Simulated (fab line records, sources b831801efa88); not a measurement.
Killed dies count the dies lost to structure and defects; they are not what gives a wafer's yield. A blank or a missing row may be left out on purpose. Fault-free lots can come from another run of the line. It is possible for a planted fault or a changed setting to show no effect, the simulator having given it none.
Code-filled problem report in 8D (eight disciplines) form || flow sky130 || the parts of the form that need people (team, actions taken, sign-off) are left out

== 1. THE ISSUE ==
run_length_s at SKY_METAL2_METAL_ETCH_19 reads a mean of 101.2 s on 4 wafers of 2 lots; wafers without a fault read 106.3 s with a standard deviation of 0.45. That puts it -11 standard deviations away from the usual mean.
The step: etches the open film in Cl2/BCl3, stops on SiO2, target depth 360 nm, time 78 s.
Earliest sighting: wafer L676.1 on rie_metal-02 at day 39 14:43. The record has a number at this step for 33 wafers belonging to 11 lots. Rule for "out" (also "out of limits"): further than 4 standard deviations from the usual mean. The rest of the wafers with a number are treated as sound.

== 2. WHAT THIS IS AND IS NOT ==
{"question": "which readings at this step", "is": "run_length_s, oes_product_au", "is not": "drypump_motor_current_A, throttle_valve_pct"}
{"question": "which lots", "is": "L676, L679", "is not": "L664, L665, L666, L668, L669, L671, L672, L674, L685"}
{"question": "which wafers of those lots", "is": "L676.1, L676.3, L679.4, L679.6", "is not": "L676.4, L679.5"}
{"question": "read on which tools", "is": "rie_metal-02", "is not": "rie_metal-03, rie_metal-04"}
{"question": "when", "is": "from day 39 14:43", "is not": "up to then (25 sound wafers); but 4 sound wafers of L679, L685 came after"}

== 3. SUSPECTS, AND WHAT RULES EACH OUT ==
Counting: if a tool at a process step up to the reading ran every lot that is out, it stays a suspect. Sound lots after the first of them don't rule it out here, since some wafers of a struck lot are sound.
- pvd_sputter-02 at SKY_METAL2_SPUTTER_00 (material Ti, target thk 15 nm, time 10 s): kept. It ran every lot that is out, first L676 (day 38 13:45); its last sound lot up to then is L672 (day 37 03:50).
- pvd_sputter-02 at SKY_METAL2_SPUTTER_03 (material Ti, target thk 5 nm, time 3.3 s): kept. It ran every lot that is out, first L676 (day 38 13:49); its last sound lot up to then is L672 (day 37 03:54).
- rie_metal-02 at SKY_METAL2_METAL_ETCH_19 (etches the open film in Cl2/BCl3, stops on SiO2, target depth 360 nm, time 78 s): kept. It ran every lot that is out, first L676 (day 39 14:43); its last sound lot up to then is L672 (day 38 05:53). Its own oes_product_au, run_length_s readings are out on those wafers.
- The sound lot-mates ran in chamber 0 of rie_metal-02 at SKY_METAL2_METAL_ETCH_19, but the wafers that are out ran in chamber 1.
The count leaves pvd_sputter-02 at SKY_METAL2_SPUTTER_00, pvd_sputter-02 at SKY_METAL2_SPUTTER_03, and rie_metal-02 at SKY_METAL2_METAL_ETCH_19.

== 4. THE CAUSE (what the simulator had put in) ==
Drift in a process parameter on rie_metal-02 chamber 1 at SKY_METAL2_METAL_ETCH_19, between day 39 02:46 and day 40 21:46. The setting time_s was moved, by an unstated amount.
Of the 3 suspects that counting leaves, this tool is one.

== 5. THE CHAIN OF EFFECTS, in route order ==
Each row: a reading where the mean over the struck wafers with a number is more than 3 standard deviations away from the usual. Only readings for which the record gives a usual standard deviation are gone through. hours: the time from each lot's start at the first step in this table that gives one to its start at this step, as a median over the lots. sigmas: the change in usual standard deviations.
{"hours": 0, "step": "SKY_METAL2_METAL_ETCH_19", "reading": "oes_product_au", "usual": "0.858 a.u.", "on struck wafers": 0.923, "change": "+0.065", "sigmas": "+11"}
{"hours": 0, "step": "SKY_METAL2_METAL_ETCH_19", "reading": "run_length_s", "usual": "106.3 s", "on struck wafers": 101.2, "change": -5.1, "sigmas": -11}
{"hours": 0, "step": "SKY_METAL2_STRIP_20", "reading": "strip_time_to_endpoint_s", "usual": "2.71 s", "on struck wafers": 2.91, "change": "+0.20", "sigmas": "+3.8"}
It contains these process steps:
- SKY_METAL2_METAL_ETCH_19: etches the open film in Cl2/BCl3, stops on SiO2, target depth 360 nm, time 78 s.
- SKY_METAL2_STRIP_20: strips in O2/N2.
Later steps that measure or inspect, where all struck wafers having a row at the step show a number for every such reading and not one has moved that far: SKY_VIA2_CD_MEAS_12.

== 6. HOW IT WOULD HAVE BEEN CAUGHT EARLIER ==
First out-of-limits reading in this record: day 39 14:43, which is 12 hours after fault onset at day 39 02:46.
